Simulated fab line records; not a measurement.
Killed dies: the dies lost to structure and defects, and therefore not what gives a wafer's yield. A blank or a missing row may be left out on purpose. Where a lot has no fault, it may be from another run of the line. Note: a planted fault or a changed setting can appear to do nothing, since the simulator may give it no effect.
Matching of chambers ; flow gf180mcu ; hdpcvd-02 running GF_V4_CVD_00: 3 sister chambers
The step deposits SiO2, target thk 600 nm, time 100 s. 6 wafers are shown with their chamber, then 9 later ones without.

## WAFERS PAIRED WITH THEIR CHAMBERS
wafer;chamber;sih4FlowSccm (sccm)
L996.5;1;59.86
L100.1;0;60.13
L100.5;2;59.87
L101.2;0;60.25
L101.3;1;59.99
L101.6;2;60.08

## WAFERS WITHOUT THEIR CHAMBER
wafer;sih4FlowSccm (sccm)
L102.2;60.15
L102.4;60.26
L102.5;60.05
L103.2;60.24
L103.3;60.13
L103.6;59.99
L104.2;60.05
L104.5;59.98
L104.6;60.14

## THE CHAMBER EACH PASSED THROUGH
wafer;from the rows above;in truth
L102.2;can't be placed: 0 or 2 or 1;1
L102.4;can't be placed: 0 or 2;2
L102.5;can't be placed: 2 or 1 or 0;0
L103.2;can't be placed: 0 or 2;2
L103.3;can't be placed: 0 or 2 or 1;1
L103.6;can't be placed: 2 or 1 or 0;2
L104.2;can't be placed: 2 or 1 or 0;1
L104.5;can't be placed: 2 or 1 or 0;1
L104.6;can't be placed: 0 or 2 or 1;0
Placed correctly: 0 of 9. These rows do not allow placing 9 (true chamber among the candidates in 9). Wrongly placed: 0.
How it was worked out, from the rows above alone: a wafer's distance from a chamber is the root of the sum, over the readings, of the square of ((its reading less the chamber's mean) divided by the reading's scatter). If the next closest chamber is less than 2 further off than the closest, the wafer can't be placed; otherwise it belongs to the closest. The mean given for a chamber averages the wafers shown for that chamber. The scatter is the square root of a quotient: the sum, over the shown wafers, of each reading's squared deviation from its chamber's mean, divided by wafers minus chambers.
